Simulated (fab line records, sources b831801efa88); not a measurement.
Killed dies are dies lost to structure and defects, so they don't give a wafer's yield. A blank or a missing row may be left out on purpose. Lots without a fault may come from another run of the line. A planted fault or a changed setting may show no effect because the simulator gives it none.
Which tool did it? | flow gf180mcu | 11 lots, 33 wafers sampled, at 5 steps of a route of 602

WHAT THE GAUGES READ, wafer by wafer
GF_STI_THK_MEAS_04.
lot  | measured    | on            | STI_CVD_03_THK (nm)
L828 | day 1 13:34 | film_metro-02 | 209.6 208.2 208.1
L829 | day 1 18:34 | film_metro-03 | 208.5 206.7 208.9
L830 | day 2 02:14 | film_metro-04 | 203.8 204.5 204.4
L831 | day 2 05:38 | film_metro-03 | 206.6 208.6 205.6
L832 | day 2 10:33 | film_metro-04 | 205.4 205.9 206.1
L837 | day 3 10:34 | film_metro-03 | 193.4 194.7 192.3 193.4 194.6 192.1
L841 | day 4 07:34 | film_metro-02 | 202.4 201.8 202.8
L843 | day 4 18:32 | film_metro-04 | 209.6 207.1 208.2
L847 | day 5 13:28 | film_metro-02 | 209.6 209.3 209.3
L848 | day 5 17:34 | film_metro-04 | 206.8 207.4 206.8
L850 | day 6 03:34 | film_metro-02 | 205.9 206.1 205.2

GF_STI_CD_MEAS_12: target cd 220 nm.
lot  | measured    | on        | cd_nm (nm)
L828 | day 2 01:08 | cd_sem-02 | 220.1 221.0 219.9
L829 | day 2 06:04 | cd_sem-02 | 219.4 218.5 218.9
L830 | day 2 14:35 | cd_sem-01 | 222.2 220.9 221.9
L831 | day 2 17:33 | cd_sem-02 | 218.8 218.9 219.9
L832 | day 2 22:52 | cd_sem-01 | 221.2 220.5 221.3
L837 | day 3 23:37 | cd_sem-01 | 222.3 221.4 222.0
L841 | day 4 20:42 | cd_sem-01 | 220.8 220.9 222.5
L843 | day 5 08:13 | cd_sem-01 | 219.4 217.7 219.3
L847 | day 6 03:58 | cd_sem-01 | 221.1 219.2 220.5
L848 | day 6 07:59 | cd_sem-02 | 219.8 218.7 220.0
L850 | day 6 18:56 | cd_sem-02 | 220.5 222.2 221.8

GF_VT_IMPLANT_TW_MEAS_10.
lot  | measured     | on            | VT_IMPLANT_TW
L828 | day 5 15:23  | film_metro-03 | 565 568 568
L829 | day 5 19:39  | film_metro-03 | 566 568 566
L830 | day 6 07:03  | film_metro-03 | 567 567 569
L831 | day 6 10:39  | film_metro-04 | 558 555 558
L832 | day 6 16:32  | film_metro-01 | 572 565 570
L837 | day 7 23:11  | film_metro-01 | 569 565 567
L841 | day 9 02:16  | film_metro-01 | 569 569 571
L843 | day 9 12:28  | film_metro-01 | 570 568 570
L847 | day 10 13:17 | film_metro-03 | 569 564 564
L848 | day 10 18:47 | film_metro-01 | 570 569 566
L850 | day 11 06:41 | film_metro-03 | 563 563 563

WHICH TOOL RAN EACH LOT (tool, then ch and the chambers of the sampled wafers, then the start)
lot  | GF_STI_CVD_03              | GF_STI_ETCH_13
L828 | lpcvd-01 ch 1, day 1 11:34 | rie_diel-02 ch 0,2,3, day 2 01:14
L829 | lpcvd-01 ch 1, day 1 16:34 | rie_diel-04 ch 0,3, day 2 06:11
L830 | lpcvd-01 ch 1, day 1 23:14 | rie_diel-04 ch 0,1, day 2 14:41
L831 | lpcvd-01 ch 1, day 2 02:39 | rie_diel-02 ch 0,2, day 2 17:39
L832 | lpcvd-01 ch 1, day 2 07:34 | rie_diel-04 ch 1,3, day 2 22:59
L837 | lpcvd-02 ch 0, day 3 08:34 | rie_diel-04 ch 1,3, day 3 23:44
L841 | lpcvd-01 ch 0, day 4 04:34 | rie_diel-03 ch 1,2,3, day 4 20:47
L843 | lpcvd-02 ch 1, day 4 16:31 | rie_diel-02 ch 0,1,2, day 5 08:17
L847 | lpcvd-01 ch 0, day 5 11:29 | rie_diel-03 ch 0,2, day 6 04:05
L848 | lpcvd-01 ch 0, day 5 15:34 | rie_diel-02 ch 1,2, day 6 08:06
L850 | lpcvd-01 ch 1, day 6 01:34 | rie_diel-04 ch 0,1,3, day 6 19:03
- GF_STI_CVD_03: deposits Si3N4 from DCS/NH3, target thk 207.16 nm, time 3551 s.
- GF_STI_ETCH_13: etches the open film in CHF3/O2, stops on Si, target depth 282.31 nm, time 112.9 s.

WHAT THE TOOLS THEMSELVES READ (means of the sampled wafers that have a number; where no wafer has one, the mark that the record gives instead)
GF_STI_CVD_03.
lot  | tool     | pressure_mtorr (mTorr) | zone_power_top_pct (%) | zone_power_upper_pct (%)
L828 | lpcvd-01 | 249.7                  | 27.3                   | 14.3
L829 | lpcvd-01 | 249.9                  | 27.2                   | 14.2
L830 | lpcvd-01 | 250.4                  | 27.3                   | 14.2
L831 | lpcvd-01 | 249.6                  | 27.1                   | 14.0
L832 | lpcvd-01 | 250.2                  | 27.3                   | 14.3
L837 | lpcvd-02 | 200.5                  | 27.4                   | 13.7
L841 | lpcvd-01 | 249.9                  | 27.0                   | 13.7
L843 | lpcvd-02 | 250.0                  | 21.8                   | 13.1
L847 | lpcvd-01 | 249.5                  | 27.0                   | 13.7
L848 | lpcvd-01 | 249.9                  | 26.7                   | 13.7
L850 | lpcvd-01 | 250.3                  | 27.2                   | 14.1

GF_STI_ETCH_13.
lot  | tool        | drypump_motor_current_A (A) | oes_product_au (a.u.) | throttle_valve_pct (%)
L828 | rie_diel-02 | 6.1                         | 0.832                 | 8.817
L829 | rie_diel-04 | 5.8                         | 0.834                 | 8.805
L830 | rie_diel-04 | 5.8                         | 0.830                 | 8.813
L831 | rie_diel-02 | 5.8                         | 0.826                 | 8.809
L832 | rie_diel-04 | 5.8                         | 0.829                 | 8.801
L837 | rie_diel-04 | 5.8                         | 0.804                 | 8.800
L841 | rie_diel-03 | 5.7                         | 0.823                 | 8.802
L843 | rie_diel-02 | 5.8                         | 0.834                 | 8.808
L847 | rie_diel-03 | 5.8                         | 0.837                 | 8.813
L848 | rie_diel-02 | 5.5                         | 0.833                 | 8.810
L850 | rie_diel-04 | 5.8                         | 0.828                 | 8.807

THE ANSWER, worked out from the rows above alone
Rule: what is usual is taken from the lots themselves. Put in order of their means at a reading, lots are off if they are a third of the lots or fewer, leave a main group of 4 or more, and stand apart from it by a gap of 3 or more times the standard deviation of the main group's means; of several such gaps the widest counts. A main group whose means are all the same, to the digits that the tables above print for the reading, isn't used. A lot without any number at a reading at which 4 lots or more have one is off too. The other lots that the step has rows for count as sound. The gauges are gone through in route order, then the tools' own readings, and for those a lot's mean is taken as printed above. The first step at which some lot is off is used, and at that step the reading that is off furthest; a lot without a number counts as furthest.
Off: L837, at GF_STI_THK_MEAS_04 (STI_CVD_03_THK). The main group: mean 206.6 nm, standard deviation 2.1.
A tool fits if, at a process step before that reading, it ran every lot that is off, and no sound lot after the first of them. The gauges at GF_STI_THK_MEAS_04 aren't tried: what is off there is off at GF_STI_CVD_03 too, on other tools, and a gauge's error can't cause that. None of those tried fits.

WHAT THE SIMULATOR HAD PUT IN
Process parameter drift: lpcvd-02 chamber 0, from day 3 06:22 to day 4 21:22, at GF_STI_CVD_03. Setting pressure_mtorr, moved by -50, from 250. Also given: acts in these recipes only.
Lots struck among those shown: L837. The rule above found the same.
